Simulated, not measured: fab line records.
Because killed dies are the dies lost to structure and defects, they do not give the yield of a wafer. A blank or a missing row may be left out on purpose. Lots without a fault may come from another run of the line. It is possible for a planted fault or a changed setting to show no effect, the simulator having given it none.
fab line records	flow sky130
record lots=6	wafers=18	last-day=51
route steps=708 shown FIELD_ISO@29 NWELL@32 DNWELL@35 PWDE@45 PAD_OPEN@708
lots that met no fault: taken from a fault-free run of the same line
start-h: the number of hours between the record's first day and the start of the first shown wafer of the lot	wait-h: how many hours have passed since the lot's step before this one	" as in the row above	L1.1+2: several wafers, shown together as one row	- either no value or no given start	* or withheld: withheld	< > ~ a bound
route shown NAME@n: a module of which the file shows steps, and the number in the route of the first	usual: mean and standard deviation over wafers with no fault	same: alike in all rows	chamber/n: place in a boat	sites: per-site readings	_std_site: the standard deviation of these	_edge_site: inner sites' mean taken away from outer sites' mean	radius-mm: for every site, how far away it sits from the centre of the wafer	mask NAME#n: copy n	behind: the tool/chamber that last shaped the wafer	hold: why the lot was held/for how many hours/how that ended	device: which transistor (n, p or np) failed to switch	end of line: the tests these same wafers got at the end of their route	where a step has no rows: the recipe by itself	killed: dies that structure and defects cost at the first sort, which is not the same as the wafer's yield	map: the dies of a wafer, with x for killed, . for not killed, _ for no die there
set.NAME: the setting the step ran with; set.NAME@STEP: the setting that earlier step ran with	model.NAME: the simulator's own value behind a step, which no gauge read
certain route steps with their lots: each step a table, each wafer a row
services: a tool's chamber out of use, with start hour (start-h, from the record's first day; less than 0 if before it), hours out, and reason
## steps
# step SKY_FIELD_ISO_WET_ETCH_28
# recipe chemistry=dHF	target-depth-nm=23.7	target=SiO2	dilution=10:1	temp-c=25	time-s=47
# step SKY_FIELD_ISO_WET_ETCH_29
# recipe chemistry=H3PO4	target-depth-nm=160	target=Si3N4	temp-c=160	time-s=1825
# step SKY_FIELD_ISO_WET_ETCH_30
# recipe chemistry=dHF	target-depth-nm=25	target=SiO2	dilution=10:1	temp-c=25	time-s=50
# step SKY_NWELL_CLEAN_00
# recipe chemistry=SC1/SC2	mix=1:4:20	temp-c=70	time-s=150	dry=n2-spin
# step SKY_NWELL_OXIDATION_01
# recipe temp-c=900	ambient=O2	stabilise-s=600	purge-s=300	target-thk-a=100	ox-time-s=1418
# step SKY_NWELL_THK_MEAS_02
# recipe reads=SiO2_of_NWELL_OXIDATION_01
# usual NWELL_OXIDATION_THK=10.01/0.19
lot.wafer	tool	chamber	start-h	wait-h	NWELL_OXIDATION_THK[nm]
L726.3	film-metro-01	-	64.31	0.0	10.08
L726.5	"	-	"	"	10.15
L726.6	"	-	"	"	9.92
L731.1	film-metro-02	-	88.01	0.0	9.66
L731.4	"	-	"	"	9.93
L731.5	"	-	"	"	9.83
L735.1	film-metro-02	-	108.03	0.0	10.32
L735.4	"	-	"	"	10.48
L735.6	"	-	"	"	10.43
L740.1	film-metro-01	-	134.88	0.0	10.03
L740.2	"	-	"	"	10.26
L740.4	"	-	"	"	10.16
L741.1	film-metro-02	-	140.19	0.0	9.92
L741.2	"	-	"	"	10.09
L741.6	"	-	"	"	10.03
L743.2	film-metro-01	-	153.04	0.0	9.86
L743.4	"	-	"	"	9.67
L743.5	"	-	"	"	9.78
# step SKY_DNWELL_DEHYDRATE_00
# recipe temp-c=200	time-s=60
# step SKY_DNWELL_HMDS_01
# recipe prime-time-s=60	prime-temp-c=120
# step SKY_DNWELL_COAT_02
# recipe spin-rpm=2000	resist-thk-nm=3000
# step SKY_DNWELL_SOFTBAKE_03
# recipe temp-c=110	time-s=withheld
# step SKY_DNWELL_EXPOSE_04
# recipe mask-id=DNM	na=0.57	target-cd-nm=3000	dose-mj=222
# step SKY_DNWELL_PEB_05
# recipe temp-c=115	time-s=withheld
# step SKY_DNWELL_DEVELOP_06
# recipe wall-angle-deg=90	developer=TMAH	develop-time-s=60	dev-temp-c=23
# usual developer-temp-C=23.00/0.1
lot.wafer	tool	chamber	start-h	wait-h	developer-temp-C
L726.3	litho-track-02	0	80	-	23.01
L726.5	"	0	"	"	23.13
L726.6	"	0	"	"	23.03
L731.1	litho-track-02	0	104	-	22.86
L731.4	"	0	"	"	22.79
L731.5	"	0	"	"	22.77
L735.1	litho-track-03	0	125	-	22.98
L735.4	"	0	"	"	23.14
L735.6	"	0	126	-	22.98
L740.1	litho-track-02	0	154	-	22.97
L740.2	"	0	"	"	23.16
L740.4	"	0	"	"	22.97
L741.1	litho-track-03	0	159	-	23.06
L741.2	"	0	"	"	23.02
L741.6	"	0	"	"	22.98
L743.2	litho-track-02	0	173	-	23.01
L743.4	"	0	"	"	23.00
L743.5	"	0	"	"	23.00
# step SKY_DNWELL_IMPLANT_07
# recipe species=P	energy-kev=withheld	dose-cm2=withheld	tilt-deg=withheld
# step SKY_DNWELL_STRIP_08
# recipe chemistry=O2/N2	power-w=1400	pressure-mtorr=1500	platen-temp-c=withheld	o2-flow-sccm=3000	n2-flow-sccm=300	overash-fraction=0.5
# usual chamber-pressure-mTorr=1499.9/1.3	drypump-motor-current-A=6.00/0.23	oes-product-au=0.722/0.005	strip-time-to-endpoint-s=36.88/0.1
# same overash-fraction=0.5
lot.wafer	tool	chamber	start-h	wait-h	chamber-pressure-mTorr	drypump-motor-current-A	oes-product-au	rf-hours-counter-h	strip-time-to-endpoint-s
L726.3	plasma-asher-04	0	80.47	0.1	1499.4	6.36	0.723	-	36.92
L726.5	"	1	"	"	1499.5	5.77	0.738	-	36.89
L726.6	"	0	"	"	1502.4	6.38	0.726	-	36.86
L731.1	plasma-asher-02	1	105.14	0.1	1499.9	5.81	0.716	41	36.97
L731.4	"	1	"	"	1498.4	5.80	0.724	-	36.91
L731.5	"	0	"	"	1500.2	6.32	0.718	-	36.81
L735.1	plasma-asher-01	1	126.22	0.1	1501.6	5.94	0.721	45	36.87
L735.4	"	1	"	"	1499.2	5.97	0.720	-	36.89
L735.6	"	0	"	"	1498.9	5.81	0.718	-	36.88
L740.1	plasma-asher-01	1	154.49	0.1	1499.7	5.98	0.724	47	36.80
L740.2	"	0	"	"	1500.2	5.80	0.724	47	36.87
L740.4	"	0	"	"	1499.7	5.81	0.724	-	36.86
L741.1	plasma-asher-02	1	160.12	0.1	1502.3	5.81	0.718	4	36.86
L741.2	"	0	"	"	1498.5	6.32	0.712	4	36.91
L741.6	"	0	"	"	1500.7	6.33	0.725	-	36.90
L743.2	plasma-asher-01	0	173.29	0.1	1499.8	5.79	0.721	49	36.92
L743.4	"	1	"	"	1502.2	6.01	0.723	-	36.90
L743.5	"	0	"	"	1501.5	5.79	0.726	-	36.91
# step SKY_DNWELL_TW_MEAS_09
# usual DNWELL_TW=1105/20
lot.wafer	tool	chamber	start-h	wait-h	DNWELL_TW
L726.3	film-metro-01	-	80.56	0.1	1099
L726.5	"	-	"	"	1103
L726.6	"	-	"	"	1098
L731.1	film-metro-01	-	105.24	0.1	1096
L731.4	"	-	"	"	1097
L731.5	"	-	"	"	1098
L735.1	film-metro-02	-	126.32	0.1	1134
L735.4	"	-	"	"	1137
L735.6	"	-	"	"	1132
L740.1	film-metro-03	-	154.59	0.1	527
L740.2	"	-	"	"	521
L740.4	"	-	"	"	522
L741.1	film-metro-03	-	160.22	0.1	1088
L741.2	"	-	"	"	1091
L741.6	"	-	"	"	1090
L743.2	film-metro-02	-	173.40	0.1	543
L743.4	"	-	"	"	542
L743.5	"	-	"	"	544
# step SKY_PWDE_DEHYDRATE_00
# recipe temp-c=200	time-s=60
# step SKY_PAD_OPEN_PROBE_99
# usual killed_at_M0_to_M3=43/6.8	killed_at_M4_up=3.1/1.8	killed-at-contacts=25/5.8	killed-at-front-end=15/4.2	killed-at-other=0.3/0.5	killed-dies=87/9.7	killed-on-rim=17/4.1	killed-open=47/7.3	killed-short=39/6.6
# same gross-dies=492	killed-at-back-side=0
lot.wafer	tool	chamber	start-h	wait-h	killed_at_M0_to_M3	killed_at_M4_up	killed-at-contacts	killed-at-front-end	killed-at-other	killed-dies	killed-on-rim	killed-open	killed-short
L731.1	prober-02	-	1136.85	0.1	44	4	29	16	0	93	16	46	47
L731.4	prober-02	-	1137.00	0.2	35	2	17	10	0	64	18	37	27
L731.5	prober-02	-	1137.05	0.2	35	0	32	14	2	83	18	42	41
L735.1	prober-02	-	1163.55	0.1	47	2	25	19	0	93	15	60	33
L735.4	prober-02	-	1163.70	0.2	45	3	23	15	0	86	19	43	43
L735.6	prober-02	-	1163.80	0.2	44	1	12	28	0	85	18	50	35
L741.1	prober-01	-	1188.04	0.1	38	2	24	13	0	77	12	41	36
L741.2	prober-01	-	1188.09	0.1	46	4	31	16	0	97	15	57	40
L741.6	prober-01	-	1188.29	0.2	42	3	17	19	0	81	19	42	39
L740.1	prober-02	-	1189.90	0.1	46	3	27	416	0	492	96	54	32
L740.2	prober-02	-	1189.95	0.1	54	4	22	412	0	492	96	48	50
L740.4	prober-02	-	1190.05	0.2	37	5	19	429	2	492	96	45	42
L743.2	prober-01	-	1214.54	0.1	47	7	20	417	1	492	96	47	45
L743.4	prober-01	-	1214.64	0.2	47	1	28	416	0	492	96	46	45
L743.5	prober-01	-	1214.69	0.2	43	2	23	424	0	492	96	47	34
# killed by level:class
L731.1 VIA2:geometric-particle:open=10 LOCAL_INTERCONNECT:geometric-particle:short=9 CONTACT:geometric-particle:open=7 LI_CONTACT:geometric-particle:open=6 FIELD_ISO:geometric-particle:open=5 VIA1:geometric-particle:open=5 VIA1:geometric-particle:short=5 METAL2:geometric-particle:short=5
L731.4 VIA1:geometric-particle:open=7 VIA2:geometric-particle:open=7 METAL1:geometric-particle:short=6 LI_CONTACT:geometric-particle:open=5 VIA3:geometric-particle:open=5 POLY_GATE:geometric-particle:open=4 CONTACT:geometric-particle:open=4 POLY_GATE:geometric-particle:short=3
L731.5 LI_CONTACT:geometric-particle:open=11 CONTACT:geometric-particle:short=8 CONTACT:geometric-particle:open=8 VIA2:geometric-particle:open=7 METAL3:geometric-particle:short=6 FIELD_ISO:geometric-particle:open=5 VIA1:geometric-particle:open=5 VIA2:geometric-particle:short=5
L735.1 VIA1:geometric-particle:open=12 VIA2:geometric-particle:open=11 VIA3:geometric-particle:open=10 LI_CONTACT:geometric-particle:open=9 CONTACT:geometric-particle:open=8 LOCAL_INTERCONNECT:geometric-particle:short=7 FIELD_ISO:geometric-particle:short=6 POLY_GATE:geometric-particle:short=5
L735.4 VIA1:geometric-particle:short=8 VIA1:geometric-particle:open=7 VIA3:geometric-particle:open=7 POLY_GATE:geometric-particle:short=6 LI_CONTACT:geometric-particle:open=6 LOCAL_INTERCONNECT:geometric-particle:short=5 CONTACT:geometric-particle:open=5 CONTACT:geometric-particle:short=5
L735.6 FIELD_ISO:geometric-particle:short=8 VIA1:geometric-particle:open=8 VIA2:geometric-particle:open=8 VIA3:geometric-particle:open=8 FIELD_ISO:geometric-particle:open=7 POLY_GATE:geometric-particle:short=6 POLY_GATE:geometric-particle:open=5 METAL2:geometric-particle:short=5
L741.1 CONTACT:geometric-particle:open=11 FIELD_ISO:geometric-particle:open=7 VIA1:geometric-particle:open=6 VIA2:geometric-particle:open=6 VIA1:geometric-particle:short=5 LI_CONTACT:geometric-particle:short=4 LOCAL_INTERCONNECT:geometric-particle:short=4 METAL3:geometric-particle:short=4
L741.2 CONTACT:geometric-particle:open=15 VIA1:geometric-particle:open=11 VIA3:geometric-particle:open=9 LOCAL_INTERCONNECT:geometric-particle:short=7 FIELD_ISO:geometric-particle:short=6 FIELD_ISO:geometric-particle:open=5 LI_CONTACT:geometric-particle:open=5 VIA3:geometric-particle:short=5
L741.6 VIA1:geometric-particle:open=13 VIA2:geometric-particle:open=8 FIELD_ISO:geometric-particle:short=7 CONTACT:geometric-particle:short=6 CONTACT:geometric-particle:open=5 VIA1:geometric-particle:short=5 METAL2:geometric-particle:short=5 FIELD_ISO:geometric-particle:open=4
L740.1 DNWELL:area-develop=406 CONTACT:geometric-particle:open=13 VIA1:geometric-particle:open=11 METAL1:geometric-particle:short=9 METAL2:geometric-particle:short=6 VIA3:geometric-particle:open=6 LOCAL_INTERCONNECT:geometric-particle:short=5 FIELD_ISO:geometric-particle:open=4
L740.2 DNWELL:area-develop=394 VIA1:geometric-particle:open=13 METAL2:geometric-particle:short=8 METAL1:geometric-particle:short=8 VIA3:geometric-particle:open=7 LI_CONTACT:geometric-particle:open=6 VIA1:geometric-particle:short=5 POLY_GATE:geometric-particle:open=5
L740.4 DNWELL:area-develop=405 VIA1:geometric-particle:open=10 FIELD_ISO:geometric-particle:short=6 POLY_GATE:geometric-particle:open=6 CONTACT:geometric-particle:open=6 VIA3:geometric-particle:open=6 FIELD_ISO:geometric-particle:open=5 LI_CONTACT:geometric-particle:open=5
L743.2 DNWELL:area-develop=400 VIA1:geometric-particle:open=14 CONTACT:geometric-particle:open=8 VIA1:geometric-particle:short=7 VIA3:geometric-particle:open=7 METAL4:geometric-particle:short=6 LI_CONTACT:geometric-particle:open=5 CONTACT:geometric-particle:short=5
L743.4 DNWELL:area-develop=401 CONTACT:geometric-particle:open=8 LOCAL_INTERCONNECT:geometric-particle:short=8 VIA1:geometric-particle:open=8 VIA3:geometric-particle:open=7 VIA2:geometric-particle:open=6 FIELD_ISO:geometric-particle:open=5 CONTACT:geometric-particle:short=5
L743.5 DNWELL:area-develop=411 VIA1:geometric-particle:open=11 CONTACT:geometric-particle:open=8 METAL2:geometric-particle:short=6 FIELD_ISO:geometric-particle:open=5 LI_CONTACT:geometric-particle:open=5 LOCAL_INTERCONNECT:geometric-particle:short=5 VIA2:geometric-particle:open=5
# map L740.1 (x killed, . not)
__________xxxxxxxxxx_________
________xxxxxxxxxxxxxx_______
______xxxxxxxxxxxxxxxxxx_____
_____xxxxxxxxxxxxxxxxxxxx____
____xxxxxxxxxxxxxxxxxxxxxx___
___xxxxxxxxxxxxxxxxxxxxxxxx__
__xxxxxxxxxxxxxxxxxxxxxxxxxx_
_xxxxxxxxxxxxxxxxxxxxxxxxxxxx
_xxxxxxxxxxxxxxxxxxxxxxxxxxxx
_xxxxxxxxxxxxxxxxxxxxxxxxxxxx
_xxxxxxxxxxxxxxxxxxxxxxxxxxxx
_xxxxxxxxxxxxxxxxxxxxxxxxxxxx
_xxxxxxxxxxxxxxxxxxxxxxxxxxxx
_xxxxxxxxxxxxxxxxxxxxxxxxxxxx
_xxxxxxxxxxxxxxxxxxxxxxxxxxxx
__xxxxxxxxxxxxxxxxxxxxxxxxxx_
___xxxxxxxxxxxxxxxxxxxxxxxx__
____xxxxxxxxxxxxxxxxxxxxxx___
_____xxxxxxxxxxxxxxxxxxxx____
______xxxxxxxxxxxxxxxxxx_____
________xxxxxxxxxxxxxx_______
__________xxxxxxxxxx_________
# map L743.2 (x killed, . not)
__________xxxxxxxxxx_________
________xxxxxxxxxxxxxx_______
______xxxxxxxxxxxxxxxxxx_____
_____xxxxxxxxxxxxxxxxxxxx____
____xxxxxxxxxxxxxxxxxxxxxx___
___xxxxxxxxxxxxxxxxxxxxxxxx__
__xxxxxxxxxxxxxxxxxxxxxxxxxx_
_xxxxxxxxxxxxxxxxxxxxxxxxxxxx
_xxxxxxxxxxxxxxxxxxxxxxxxxxxx
_xxxxxxxxxxxxxxxxxxxxxxxxxxxx
_xxxxxxxxxxxxxxxxxxxxxxxxxxxx
_xxxxxxxxxxxxxxxxxxxxxxxxxxxx
_xxxxxxxxxxxxxxxxxxxxxxxxxxxx
_xxxxxxxxxxxxxxxxxxxxxxxxxxxx
_xxxxxxxxxxxxxxxxxxxxxxxxxxxx
__xxxxxxxxxxxxxxxxxxxxxxxxxx_
___xxxxxxxxxxxxxxxxxxxxxxxx__
____xxxxxxxxxxxxxxxxxxxxxx___
_____xxxxxxxxxxxxxxxxxxxx____
______xxxxxxxxxxxxxxxxxx_____
________xxxxxxxxxxxxxx_______
__________xxxxxxxxxx_________
## services
tool	chamber	start-h	hours	kind
plasma-asher-01	-	62.78	9.9	repair
plasma-asher-02	-	66.84	2.1	repair
plasma-asher-02	-	108.75	9.0	pm
plasma-asher-02	0	108.75	9.0	vent-cycle
plasma-asher-02	1	108.75	9.0	vent-cycle
plasma-asher-02	0	117.75	-	clean
plasma-asher-02	1	117.75	-	clean
## key
first-sign step=SKY_DNWELL_TW_MEAS_09	reading=DNWELL_TW	direction=down	sigmas=28	usual=1105	struck=533
effect step=SKY_PAD_OPEN_PROBE_99	reading=killed-at-front-end	direction=up	sigmas=97	usual=15	struck=419
more-kills-born-at SKY_DNWELL_DEVELOP_06@litho-track-02=2417
met-at SKY_DNWELL_DEVELOP_06
struck-wafers L740.1,L740.2,L740.4,L743.2,L743.4,L743.5
tester-left-out L740,L743
onset-between 104 154
also-fits SKY_DNWELL_STRIP_08:plasma-asher-01
fault kind=process-parameter-drift	tool=litho-track-02	chamber=-	onset-h=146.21	steps=SKY_DNWELL_DEVELOP_06	channel=develop-time-s	offset=*	shape=step	end-h=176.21	acts-in=*	stated=*
# tester-left-out: of these lots the tester's yield and bins aren't shown, on N5 and GAA mostly nor the transistor test; their killed dies are dies lost to structure and defects alone, not to doping, threshold or leakage, so they don't give the yield
